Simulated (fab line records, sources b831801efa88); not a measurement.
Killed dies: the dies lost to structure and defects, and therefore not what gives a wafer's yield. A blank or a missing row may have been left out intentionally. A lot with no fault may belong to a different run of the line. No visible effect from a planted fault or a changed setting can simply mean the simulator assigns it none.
Comparing a struck lot with a sound one ; flow sky130 ; 15 out of 708 route steps
Sound: the wafers L982.3, L982.5, L982.6. The struck wafers were L100.4, L100.5, L100.6. The cause is named last.
Order at every step that has rows: each side's tool, ch and its chambers, its first start. Under that, the readings that differ: sound wafers ; struck wafers ; difference of the means ; sigmas: that difference in standard deviations of wafers without a fault.
alike: readings whose means differ by less than 2 such deviations, and words and numbers that are the same on both sides. not compared: withheld readings, readings that some wafer has no value for, bounds like >300 that may hide the same value, and numbers for which the record gives no deviation and whose values overlap.
The two part at a step that has a row with sigmas, a row that says differs or no value, or rows on one side only. Numbers that have no deviation but don't overlap get no sigmas and don't part them. Lack of a reading on every wafer of one side parts them only where that side has two or more wafers.

SKY_VIA3_CMP_02: polishes SiO2.
  sound on cmp-02 ch 0,1,2, day 39 05:06; struck on cmp-01 ch 1,2, day 44 07:14
  alike: motor-current-A, slurry-filter-dp-kPa
SKY_VIA3_BOW_MEAS_03:
  sound: film-metro-01 at day 39 05:20; struck: film-metro-04 at day 44 07:33
  alike: VIA3_BOW
then, 8 steps without rows for these wafers: SKY_VIA3_DEHYDRATE_04 (time 60 s); SKY_VIA3_HMDS_05 (prime time 60 s); SKY_VIA3_COAT_06 (resist thk 60 nm); SKY_VIA3_COAT_07 (resist thk 450 nm); SKY_VIA3_SOFTBAKE_08 (time 90 s); SKY_VIA3_EXPOSE_09 (exposes mask VIM3, target cd 200 nm); SKY_VIA3_PEB_10; SKY_VIA3_DEVELOP_11 (develop time 60 s).
SKY_VIA3_CD_MEAS_12 targets a cd of 200 nm.
  sound: cd-sem-02 at day 40 06:04; struck: cd-sem-02 at day 45 05:41
reading;sound;struck;difference;sigmas
cd-nm (nm);196.2 195.9 195.9;201.9 199.8 201.6;+5.1;+3
SKY_VIA3_OVL_MEAS_13:
  sound: overlay-02 at day 40 06:10; struck: overlay-01 at day 45 05:46
  alike: VIA3_OVL
SKY_VIA3_ETCH_14: etches BARC in N2/H2, stops on SiO2, time 45.9 s, target depth 60 nm.
  sound on rie-diel-01 ch 0,1, day 40 06:11; struck on rie-diel-01 ch 0,1,2, day 45 05:47
reading;sound;struck;difference;sigmas
chamber-pressure-mTorr (mTorr);29.974 29.967 30.005;23.984 24.001 24.049;-5.971;-99 or more
  alike: drypump-motor-current-A, oes-product-au, rf-fwd-power-W, throttle-valve-pct
  not compared: rf-hours-counter-h
SKY_VIA3_ETCH_15: etches SiO2 in C4F8/O2/Ar, stops on TiN, target depth 507 nm, time 78 s.
  sound on rie-diel-01 ch 0,1, day 40 06:14; struck on rie-diel-01 ch 0,1,2, day 45 05:49
  alike: chamber-pressure-mTorr, oes-product-au, rf-fwd-power-W
  not compared: rf-hours-counter-h
-- the record jumps here: 5 days lie between the struck wafers' starts before and after (it left off in module VIA3 and takes up again in module PAD_OPEN, whose first step shown is number 708 of the route) --
SKY_PAD_OPEN_PROBE_99:
  sound: prober-01 at day 46 08:05; struck: prober-01 at day 50 07:51
reading;sound;struck;difference;sigmas
killed-at-front-end;20 23 16;6 7 18;-9;-2
  alike: defect-limited-yield, killed_at_M0_to_M3, killed_at_M4_up, killed-at-contacts, killed-at-other, killed-dies, killed-open, killed-short, sort_bin_3_pad_short, sort_bin_5_function, sort_bin_6_memory, sort-n-pass, sort-yield-pct

WHERE THEY PART
Earliest at SKY_VIA3_CD_MEAS_12; latest, in this record, at SKY_PAD_OPEN_PROBE_99.

WHY: what had been put in by the simulator
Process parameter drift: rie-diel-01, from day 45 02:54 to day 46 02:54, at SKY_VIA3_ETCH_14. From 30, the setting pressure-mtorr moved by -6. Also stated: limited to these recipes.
